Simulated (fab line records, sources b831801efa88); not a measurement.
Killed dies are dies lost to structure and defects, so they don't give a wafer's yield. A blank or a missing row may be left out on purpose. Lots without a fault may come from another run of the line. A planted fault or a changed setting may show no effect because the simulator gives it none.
One fault seen from 2 desks | flow sky130 | each desk has only its own numbers; what lay behind them comes last

THE TOOL OWNER'S DESK: pvd_sputter-01
The tool's own readings at SKY_LOCAL_INTERCONNECT_SPUTTER_00 (material TiN, target thk 100 nm, time 83.3 s): means of the sampled wafers that have a number, for each lot that ran on this tool. A lot is out of limits, marked OUT, if its mean lies more than 4 standard deviations from the usual mean; the brackets give that distance.
Columns: A = cathode_dc_power_W at SKY_LOCAL_INTERCONNECT_SPUTTER_00, usual 6500.1 W; B = throttle_valve_pct at SKY_LOCAL_INTERCONNECT_SPUTTER_00, usual 30.3 %
lot  | first seen here | A                        | B
L795 | day 29 11:08    | 6500.6                   | 30.2
L799 | day 30 19:12    | 6499.8                   | 31.8
L811 | day 34 15:23    | 7210.3 (+99 or more) OUT | 31.0
L812 | day 35 01:05    | 7211.8 (+99 or more) OUT | 31.6
This desk's finding: out of limits on L811, L812; first on L811, day 34 15:23 (cathode_dc_power_W at SKY_LOCAL_INTERCONNECT_SPUTTER_00). In limits: L795, L799.

THE METROLOGY DESK
What the gauges read, lot by lot, whatever tool the lot ran on: means of the sampled wafers that have a number. A lot is out of limits, marked OUT, if its mean lies more than 4 standard deviations from the usual mean; the brackets give that distance.
Columns: A = LDD_HVN_OVL at SKY_LDD_HVN_OVL_MEAS_07, usual -0.4 nm; B = cd_nm at SKY_POLY_CUT_CD_MEAS_08, usual 270.5 nm; C = LOCAL_INTERCONNECT_TIN_RS at SKY_LOCAL_INTERCONNECT_RS_MEAS_01, usual 14.22 ohm/sq; D = LOCAL_INTERCONNECT_TIN_THK at SKY_LOCAL_INTERCONNECT_THK_MEAS_02, usual 99.8 nm
lot  | first seen here | A    | B     | C                | D
L795 | day 20 13:10    | 0.8  | 271.1 | 14.16            | 101.4
L796 | day 21 00:17    | 0.6  | 269.8 | 14.25            | 98.7
L799 | day 22 00:24    | -0.4 | 269.9 | 14.24            | 100.6
L800 | day 22 20:07    | -1.2 | 270.4 | 14.18            | 99.3
L801 | day 22 20:25    | -0.3 | 269.2 | 14.26            | 98.8
L802 | day 23 05:24    | -1.4 | 270.4 | 14.06            | 100.2
L804 | day 24 06:06    | -0.7 | 271.5 | 14.15            | 101.5
L806 | day 24 22:12    | 0.9  | 269.4 | 14.63            | 96.6
L811 | day 26 04:24    | -0.2 | 271.0 | 12.62 (-9.4) OUT | 111.1 (+8.1) OUT
L812 | day 26 18:39    | 0.4  | 270.2 | 12.68 (-9.1) OUT | 110.3 (+7.5) OUT
L813 | day 26 20:06    | -0.4 | 271.6 | 14.24            | 100.8
L815 | day 27 13:31    | -1.9 | 271.3 | 14.22            | 100.4
L817 | day 28 02:49    | -0.5 | 270.9 | 14.14            | 100.7
L818 | day 28 11:59    | -1.2 | 270.6 | 14.28            | 100.3
This desk's finding: out of limits on L811, L812; first on L811, day 34 15:28 (LOCAL_INTERCONNECT_TIN_RS at SKY_LOCAL_INTERCONNECT_RS_MEAS_01). In limits: L795, L796, L799, L800, L801, L802, L804, L806, L813, L815, L817, L818.

PUT TOGETHER
The tool owner's desk could have raised an alarm at day 34 15:23, on L811, L812.
The metrology desk could have raised an alarm at day 34 15:28, on L811, L812.
Of the lots named, all ran SKY_LOCAL_INTERCONNECT_SPUTTER_00 on pvd_sputter-01.

WHAT THE SIMULATOR HAD PUT IN
Process parameter drift: pvd_sputter-01, from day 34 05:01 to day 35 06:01, at SKY_LOCAL_INTERCONNECT_SPUTTER_00. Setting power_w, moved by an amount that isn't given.
Lots struck among those shown: L811, L812.
Hours from the fault's start to each desk's first reading out of limits: the tool owner's desk, 10; the metrology desk, 10.
